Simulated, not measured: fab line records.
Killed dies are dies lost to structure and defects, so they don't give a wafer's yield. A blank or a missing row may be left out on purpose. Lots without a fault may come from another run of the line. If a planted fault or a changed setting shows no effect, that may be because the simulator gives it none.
A struck lot beside a sound one || flow sky130 || 17 out of 708 route steps
Sound: the wafers L846.2, L846.5, L846.6. Struck: wafer L857.4 (left out: L857.3, a lot-mate that was not struck); the cause follows at the end.
Order at every step that has rows: each side's tool, ch and its chambers, its first start. Under that, the readings that differ: sound wafers || struck wafers || difference of the means || sigmas: that difference in standard deviations of wafers without a fault.
alike: readings whose means differ by less than 2 such deviations, and words and numbers that are the same on both sides. not compared: withheld readings, readings that some wafer has no value for, bounds like >300 that may hide the same value, and numbers for which the record gives no deviation and whose values overlap.
The two part at a step that has a row with sigmas, a row that says differs or no value, or rows on one side only. Non-overlapping numbers with no deviation appear without sigmas and do not part them. A reading that every wafer of one side lacks parts them only if that side has two wafers or more.

SKY_METAL2_THK_MEAS_06: measures by xrf.
  sound on film metro-03 at day 36 16:20; struck on film metro-04 at day 40 01:37
  alike: METAL2_ALCU_THK
then, 8 steps without rows for these wafers: SKY_METAL2_DEHYDRATE_07 (time 60 s); SKY_METAL2_HMDS_08 (prime time 60 s); SKY_METAL2_COAT_09 (resist thk 60 nm); SKY_METAL2_COAT_10 (resist thk 450 nm); SKY_METAL2_SOFTBAKE_11 (time 90 s); SKY_METAL2_EXPOSE_12 (exposes mask MM2, target cd 140 nm); SKY_METAL2_PEB_13; SKY_METAL2_DEVELOP_14 (develop time 60 s).
SKY_METAL2_CD_MEAS_15: target cd 140 nm.
  sound on cd sem-01 at day 37 17:55; struck on cd sem-01 at day 41 02:12
  alike: cd nm
SKY_METAL2_OVL_MEAS_16:
  sound on overlay-01 at day 37 18:01; struck on overlay-02 at day 41 02:17
  alike: METAL2_OVL
SKY_METAL2_DESCUM_17: chemistry O2, time 8 s.
  sound on rie metal-04 ch 0,1, day 37 18:03; struck on rie metal-03 ch 0, day 41 02:19
{"reading": "drypump motor current A (A)", "sound": "5.74 5.58 5.75", "struck": 6.19, "difference": "+0.50", "sigmas": "+2"}
  alike: he backside leak sccm, oes product au
  not compared: rf hours counter h
SKY_METAL2_ETCH_18: etches BARC in N2/H2, stops on SiO2, time 45.9 s, target depth 60 nm.
  sound on rie metal-04 ch 0,1, day 37 18:05; struck on rie metal-03 ch 0, day 41 02:22
{"reading": "drypump motor current A (A)", "sound": "5.75 5.58 5.76", "struck": 6.23, "difference": "+0.53", "sigmas": "+2"}
{"reading": "oes product au (a.u.)", "sound": "0.862 0.854 0.852", "struck": 0.770, "difference": -0.086, "sigmas": -19}
{"reading": "model.KrF-thick_of_METAL2_COAT_10.thk nm (nm)", "sound": "390.5 392.2 392.7", "struck": 408.7, "difference": "+16.9", "sigmas": ""}
{"reading": "model.etch.depth nm (nm)", "sound": "60.12 60.16 60.3", "struck": 49.3, "difference": -10.9, "sigmas": ""}
{"reading": "model.METAL2.cd nm (nm)", "sound": "139.9 140.3 141", "struck": 145.1, "difference": "+4.7", "sigmas": ""}
  alike: he backside leak sccm, throttle valve pct
  not compared: rf hours counter h
SKY_METAL2_METAL_ETCH_19: etches the open film in Cl2/BCl3, stops on SiO2, target depth 360 nm, time 78 s.
  sound on rie metal-04 ch 0,1, day 37 18:08; struck on rie metal-03 ch 0, day 41 02:26
{"reading": "drypump motor current A (A)", "sound": "5.76 5.59 5.72", "struck": 6.21, "difference": "+0.52", "sigmas": "+2"}
{"reading": "model.KrF-thick_of_METAL2_COAT_10.thk nm (nm)", "sound": "156.1 160.1 158.4", "struck": 172.8, "difference": "+14.6", "sigmas": ""}
{"reading": "model.METAL2.cd nm (nm)", "sound": "140 138.5 141.8", "struck": 144.1, "difference": "+4.0", "sigmas": ""}
  alike: he backside leak sccm, oes product au, throttle valve pct
  not compared: rf hours counter h
SKY_METAL2_STRIP_20: strips in O2/N2.
  sound on plasma asher-02 ch 0,1, day 37 18:14; struck on plasma asher-04 ch 1, day 41 02:32
{"reading": "oes product au (a.u.)", "sound": "0.343 0.338 0.341", "struck": 0.349, "difference": "+0.008", "sigmas": "+2"}
{"reading": "strip time to endpoint s (s)", "sound": "2.678 2.703 2.712", "struck": 2.847, "difference": "+0.149", "sigmas": "+5"}
  alike: drypump motor current A
  not compared: rf hours counter h
then, 1 step without rows for these wafers: SKY_METAL2_STRIP_21 (strips in post etch residue remover, time 1200 s).
-- the record jumps here: 10 days lie between the struck wafers' starts before and after (it left off in module METAL2 and takes up again in module PAD_OPEN, whose first step shown is number 708 of the route) --
SKY_PAD_OPEN_PROBE_99:
  record: rows for the struck wafers here (prober-01, day 50 15:02), none for the sound ones

== WHERE THEY PART ==
At SKY_METAL2_DESCUM_17 first; at SKY_PAD_OPEN_PROBE_99 last (within this record only).

WHY: the cause the simulator had injected
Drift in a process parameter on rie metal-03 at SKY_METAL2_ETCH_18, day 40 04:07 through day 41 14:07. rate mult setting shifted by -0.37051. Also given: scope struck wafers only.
